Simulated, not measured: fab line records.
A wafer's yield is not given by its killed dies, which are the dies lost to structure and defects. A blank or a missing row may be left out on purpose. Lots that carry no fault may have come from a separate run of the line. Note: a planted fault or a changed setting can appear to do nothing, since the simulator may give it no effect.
Code-filled problem report in 8D (eight disciplines) form	flow sfq line	the parts of the form that need people (team, actions taken, sign-off) are left out

== 1. PROBLEM STATEMENT ==
A mean of 174.3 s is read at SFQ_TRILAYER_M3_ETCH_METAL_ETCH_078 for run length s, taken on 1 wafer of 1 lot, against 148.5 s (standard deviation 0.42) on wafers free of any fault. Relative to the usual mean, that is a shift of +61 standard deviations.
The step: etches Nb in Cl2/Ar, stops on SiO2, target depth 240 nm, time 120 s.
The first sign was on wafer L484.5 at day 38 19:10, on rie metal-02. Wafers with a number at this step in the record: 15, from 5 lots. The rule behind "out" and "out of limits": a value lying over 4 standard deviations away from the usual mean. The other wafers with a number count as sound.

== 2. WHAT IT IS; WHAT IT IS NOT ==
question	is	is not
which readings at this step	run length s, oes product au	drypump motor current A
which lots	L484	L481, L496, L498, L501
which wafers of those lots	L484.5	L484.3, L484.4
read on which tools	rie metal-02	rie metal-03
when	from day 38 19:10	up to then (5 sound wafers); but 9 sound wafers of L496, L498, L501 came after

== 3. WHAT RULES OUT EACH SUSPECT ==
Counting: if a tool at a process step up to the reading ran every lot that is out, it stays a suspect. Sound lots after the first of them don't rule it out here, since some wafers of a struck lot are sound.
- pvd sputter-03 at SFQ_TRILAYER_M3_DEP_SPUTTER_073 (material Nb, target thk 200 nm, time 133.3 s): kept. It ran the lot that is out, L484 (day 38 16:31).
- rie metal-02 at SFQ_TRILAYER_M3_BARC_OPEN_METAL_ETCH_100 (etches BARC in O2, target depth 125 nm, time 41.7 s): kept. It ran the lot that is out, L484 (day 38 19:05).
- rie metal-02 at SFQ_TRILAYER_M3_ETCH_METAL_ETCH_078 (etches Nb in Cl2/Ar, stops on SiO2, target depth 240 nm, time 120 s): kept. It ran the lot that is out, L484 (day 38 19:10). Its own readings are out on those wafers: oes product au, run length s.
Left after counting: pvd sputter-03 at SFQ_TRILAYER_M3_DEP_SPUTTER_073, rie metal-02 at SFQ_TRILAYER_M3_BARC_OPEN_METAL_ETCH_100, rie metal-02 at SFQ_TRILAYER_M3_ETCH_METAL_ETCH_078.

== 4. THE CAUSE (what the simulator had put in) ==
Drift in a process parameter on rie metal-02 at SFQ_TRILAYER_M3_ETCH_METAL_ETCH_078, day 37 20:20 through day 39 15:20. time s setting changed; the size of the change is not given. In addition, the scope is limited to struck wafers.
After counting, 3 suspects remain, this tool included.

== 5. THE CHAIN OF EFFECTS, in route order ==
Rows list readings where the struck wafers' mean (over those with a number) sits beyond 3 standard deviations from the usual. Only readings whose record carries a usual standard deviation are examined. hours: median over the lots of the time between each lot's start at the first step of this table that gives one and its start at this step. sigmas: the change, counted in usual standard deviations.
hours	step	reading	usual	on struck wafers	change	sigmas
0	SFQ_TRILAYER_M3_ETCH_METAL_ETCH_078	oes product au	0.895 a.u.	0.809	-0.086	-11
0	SFQ_TRILAYER_M3_ETCH_METAL_ETCH_078	run length s	148.5 s	174.3	+25.8	+61
Here are the process steps it includes:
- SFQ_TRILAYER_M3_ETCH_METAL_ETCH_078: etches Nb in Cl2/Ar, stops on SiO2, target depth 240 nm, time 120 s.

== 6. WHAT WOULD HAVE CAUGHT IT SOONER ==
The fault began at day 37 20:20; the first out-of-limits reading in this record came at day 38 19:10, 23 hours later.
